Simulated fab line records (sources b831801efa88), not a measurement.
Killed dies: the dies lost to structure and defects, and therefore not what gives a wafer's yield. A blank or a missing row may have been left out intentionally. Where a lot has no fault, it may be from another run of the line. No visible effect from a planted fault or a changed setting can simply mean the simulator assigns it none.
Which tool was responsible? :: flow gf180mcu :: 12 lots with 36 wafers sampled at 5 steps, on a route of 602 steps

## WHAT EACH GAUGE READ, for each wafer
GF_M4_RS_MEAS_05: a four-point-probe measurement.
lot: L215
measured: day 22 11:21
on: film_metro-01
M4_ALCU_RS (ohm/sq): 0.0690 0.0683 0.0699

lot: L216
measured: day 22 20:48
on: film_metro-01
M4_ALCU_RS (ohm/sq): 0.0695 0.0700 0.0698

lot: L219
measured: day 24 08:33
on: film_metro-03
M4_ALCU_RS (ohm/sq): 0.0698 0.0703 0.0708

lot: L220
measured: day 24 09:41
on: film_metro-01
M4_ALCU_RS (ohm/sq): 0.0701 0.0713 0.0704

lot: L221
measured: day 24 22:19
on: film_metro-02
M4_ALCU_RS (ohm/sq): 0.0702 0.0717 0.0704

lot: L223
measured: day 25 19:55
on: film_metro-02
M4_ALCU_RS (ohm/sq): 0.0714 0.0697 0.0704

lot: L222
measured: day 25 20:13
on: film_metro-03
M4_ALCU_RS (ohm/sq): 0.0695 0.0702 0.0705

lot: L224
measured: day 26 15:37
on: film_metro-03
M4_ALCU_RS (ohm/sq): 0.0690 0.0694 0.0699

lot: L225
measured: day 26 16:32
on: film_metro-01
M4_ALCU_RS (ohm/sq): 0.0698 0.0687 0.0697

lot: L233
measured: day 28 11:31
on: film_metro-01
M4_ALCU_RS (ohm/sq): 0.0690 0.0695 0.0692

lot: L235
measured: day 29 02:30
on: film_metro-01
M4_ALCU_RS (ohm/sq): 0.0696 0.0686 0.0701

lot: L237
measured: day 29 18:17
on: film_metro-01
M4_ALCU_RS (ohm/sq): 0.0703 0.0698 0.0702

GF_M4_CD_MEAS_14: the cd target is 280 nm.
lot: L215
measured: day 23 10:25
on: cd_sem-01
cd_nm (nm): 280.4 280.5 280.0

lot: L216
measured: day 23 19:13
on: cd_sem-01
cd_nm (nm): 280.6 280.9 280.4

lot: L219
measured: day 25 06:28
on: cd_sem-02
cd_nm (nm): 280.4 279.0 281.6

lot: L220
measured: day 25 06:48
on: cd_sem-02
cd_nm (nm): 279.9 278.2 279.4

lot: L221
measured: day 25 19:38
on: cd_sem-01
cd_nm (nm): 278.6 279.8 279.4

lot: L223
measured: day 26 16:32
on: cd_sem-01
cd_nm (nm): 278.1 278.5 279.1

lot: L222
measured: day 26 16:53
on: cd_sem-01
cd_nm (nm): 280.4 279.4 278.8

lot: L224
measured: day 27 10:32
on: cd_sem-01
cd_nm (nm): 279.9 280.5 281.7

lot: L225
measured: day 27 11:41
on: cd_sem-02
cd_nm (nm): 281.0 280.8 281.7

lot: L233
measured: day 29 07:05
on: cd_sem-01
cd_nm (nm): 282.0 282.2 280.9

lot: L235
measured: day 29 20:53
on: cd_sem-02
cd_nm (nm): 280.0 278.8 280.0

lot: L237
measured: day 30 12:50
on: cd_sem-01
cd_nm (nm): 281.3 280.9 280.3

## TOOL THAT RAN EACH LOT (tool first, then ch and the chambers of the sampled wafers, then the start)
lot: L215
GF_M2_COAT_09: litho_track-03 ch 0, day 18 15:34
GF_M2_STRIP_17: plasma_asher-04 ch 0,1, day 19 04:22
GF_M4_SPUTTER_03: pvd_sputter-02, day 22 11:16

lot: L216
GF_M2_COAT_09: litho_track-02 ch 0, day 19 02:03
GF_M2_STRIP_17: plasma_asher-04 ch 0, day 19 15:16
GF_M4_SPUTTER_03: pvd_sputter-04, day 22 20:43

lot: L219
GF_M2_COAT_09: litho_track-02 ch 0, day 20 16:45
GF_M2_STRIP_17: plasma_asher-01 ch 0,1, day 21 05:04
GF_M4_SPUTTER_03: pvd_sputter-02, day 24 08:28

lot: L220
GF_M2_COAT_09: litho_track-02 ch 0, day 20 18:41
GF_M2_STRIP_17: plasma_asher-04 ch 0,1, day 21 06:34
GF_M4_SPUTTER_03: pvd_sputter-04, day 24 09:37

lot: L221
GF_M2_COAT_09: litho_track-03 ch 0, day 21 08:29
GF_M2_STRIP_17: plasma_asher-02 ch 0,1, day 21 20:40
GF_M4_SPUTTER_03: pvd_sputter-04, day 24 22:13

lot: L223
GF_M2_COAT_09: litho_track-01 ch 0, day 22 08:07
GF_M2_STRIP_17: plasma_asher-01 ch 0,1, day 22 20:22
GF_M4_SPUTTER_03: pvd_sputter-04, day 25 19:51

lot: L222
GF_M2_COAT_09: litho_track-03 ch 0, day 22 08:20
GF_M2_STRIP_17: plasma_asher-04 ch 1, day 22 20:43
GF_M4_SPUTTER_03: pvd_sputter-03, day 25 20:09

lot: L224
GF_M2_COAT_09: litho_track-03 ch 0, day 23 04:46
GF_M2_STRIP_17: plasma_asher-02 ch 0,1, day 23 16:37
GF_M4_SPUTTER_03: pvd_sputter-03, day 26 15:32

lot: L225
GF_M2_COAT_09: litho_track-03 ch 0, day 23 05:25
GF_M2_STRIP_17: plasma_asher-01 ch 0,1, day 23 17:22
GF_M4_SPUTTER_03: pvd_sputter-02, day 26 16:25

lot: L233
GF_M2_COAT_09: litho_track-03 ch 0, day 25 06:34
GF_M2_STRIP_17: plasma_asher-02 ch 0,1, day 25 17:47
GF_M4_SPUTTER_03: pvd_sputter-02, day 28 11:24

lot: L235
GF_M2_COAT_09: litho_track-01 ch 0, day 25 22:00
GF_M2_STRIP_17: plasma_asher-04 ch 0,1, day 26 08:59
GF_M4_SPUTTER_03: pvd_sputter-02, day 29 02:26

lot: L237
GF_M2_COAT_09: litho_track-02 ch 0, day 26 15:55
GF_M2_STRIP_17: plasma_asher-01 ch 0,1, day 27 01:41
GF_M4_SPUTTER_03: pvd_sputter-03, day 29 18:11
- GF_M2_COAT_09: resist thk 1000 nm.
- GF_M2_STRIP_17: strips in O2/N2.
- GF_M4_SPUTTER_03: material Ti, target thk 10 nm, time 6.7 s.

## AS READ BY THE TOOLS THEMSELVES (means over the sampled wafers that have a number; for cases with no such wafer, the mark the record gives instead)
GF_M2_STRIP_17.
lot: L215
tool: plasma_asher-04
drypump_motor_current_A (A): 5.6
heater_power_w (W): 282
n2_flow_sccm (sccm): 301.1
oes_product_au (a.u.): 0.538
strip_time_to_endpoint_s (s): 7.36

lot: L216
tool: plasma_asher-04
drypump_motor_current_A (A): 5.3
heater_power_w (W): 314
n2_flow_sccm (sccm): 300.6
oes_product_au (a.u.): 0.531
strip_time_to_endpoint_s (s): 7.34

lot: L219
tool: plasma_asher-01
drypump_motor_current_A (A): 5.4
heater_power_w (W): 308
n2_flow_sccm (sccm): 299.8
oes_product_au (a.u.): 0.537
strip_time_to_endpoint_s (s): 7.38

lot: L220
tool: plasma_asher-04
drypump_motor_current_A (A): 5.5
heater_power_w (W): 299
n2_flow_sccm (sccm): 299.7
oes_product_au (a.u.): 0.538
strip_time_to_endpoint_s (s): 7.43

lot: L221
tool: plasma_asher-02
drypump_motor_current_A (A): 6.1
heater_power_w (W): 348
n2_flow_sccm (sccm): 300.4
oes_product_au (a.u.): 0.534
strip_time_to_endpoint_s (s): 7.38

lot: L223
tool: plasma_asher-01
drypump_motor_current_A (A): 5.4
heater_power_w (W): 292
n2_flow_sccm (sccm): 300.6
oes_product_au (a.u.): 0.536
strip_time_to_endpoint_s (s): 7.35

lot: L222
tool: plasma_asher-04
drypump_motor_current_A (A): 5.8
heater_power_w (W): 270
n2_flow_sccm (sccm): 299.3
oes_product_au (a.u.): 0.540
strip_time_to_endpoint_s (s): 7.46

lot: L224
tool: plasma_asher-02
drypump_motor_current_A (A): 6.2
heater_power_w (W): 373
n2_flow_sccm (sccm): 300.3
oes_product_au (a.u.): 0.545
strip_time_to_endpoint_s (s): 7.51

lot: L225
tool: plasma_asher-01
drypump_motor_current_A (A): 5.4
heater_power_w (W): 310
n2_flow_sccm (sccm): 300.6
oes_product_au (a.u.): 0.542
strip_time_to_endpoint_s (s): 7.45

lot: L233
tool: plasma_asher-02
drypump_motor_current_A (A): 6.2
heater_power_w (W): 372
n2_flow_sccm (sccm): 300.2
oes_product_au (a.u.): 0.555
strip_time_to_endpoint_s (s): 7.75

lot: L235
tool: plasma_asher-04
drypump_motor_current_A (A): 5.6
heater_power_w (W): 283
n2_flow_sccm (sccm): 299.8
oes_product_au (a.u.): 0.538
strip_time_to_endpoint_s (s): 7.40

lot: L237
tool: plasma_asher-01
drypump_motor_current_A (A): 5.4
heater_power_w (W): 293
n2_flow_sccm (sccm): 300.2
oes_product_au (a.u.): 0.530
strip_time_to_endpoint_s (s): 7.34

GF_M4_SPUTTER_03.
lot: L215
tool: pvd_sputter-02
throttle_valve_pct (%): 29.8

lot: L216
tool: pvd_sputter-04
throttle_valve_pct (%): 29.4

lot: L219
tool: pvd_sputter-02
throttle_valve_pct (%): 29.8

lot: L220
tool: pvd_sputter-04
throttle_valve_pct (%): 29.4

lot: L221
tool: pvd_sputter-04
throttle_valve_pct (%): 29.4

lot: L223
tool: pvd_sputter-04
throttle_valve_pct (%): 29.2

lot: L222
tool: pvd_sputter-03
throttle_valve_pct (%): 30.0

lot: L224
tool: pvd_sputter-03
throttle_valve_pct (%): 29.6

lot: L225
tool: pvd_sputter-02
throttle_valve_pct (%): 29.6

lot: L233
tool: pvd_sputter-02
throttle_valve_pct (%): 29.7

lot: L235
tool: pvd_sputter-02
throttle_valve_pct (%): 29.8

lot: L237
tool: pvd_sputter-03
throttle_valve_pct (%): 30.5

## THE ANSWER, worked out from the rows above alone
Rule: the usual values come from the lots themselves. Put in order of their means at a reading, lots are off if they are a third of the lots or fewer, leave a main group of 4 or more, and stand apart from it by a gap of 3 or more times the standard deviation of the main group's means; of several such gaps the widest counts. Not used: any main group whose means are identical at the precision the tables above print for the reading. Also off: a lot with no number at a reading for which 4 or more lots have one. Where the step has rows for the other lots, those lots are counted as sound. Order of review: gauges by route order, followed by the tools' own readings, for which a lot's mean as printed above is used. The first step at which some lot is off is used, and at that step the reading that is off furthest; a lot without a number counts as furthest.
Off: L233 (GF_M2_STRIP_17, strip_time_to_endpoint_s). For the main group the mean is 7.40 s and the standard deviation 0.053.
If a tool, at that step or one of the process steps before it, ran each lot that is off and ran no sound lot following the first of them, it fits. Can't be told from this: 2 tools fit, litho_track-03 at GF_M2_COAT_09, plasma_asher-02 at GF_M2_STRIP_17.

## WHAT THE SIMULATOR PUT IN
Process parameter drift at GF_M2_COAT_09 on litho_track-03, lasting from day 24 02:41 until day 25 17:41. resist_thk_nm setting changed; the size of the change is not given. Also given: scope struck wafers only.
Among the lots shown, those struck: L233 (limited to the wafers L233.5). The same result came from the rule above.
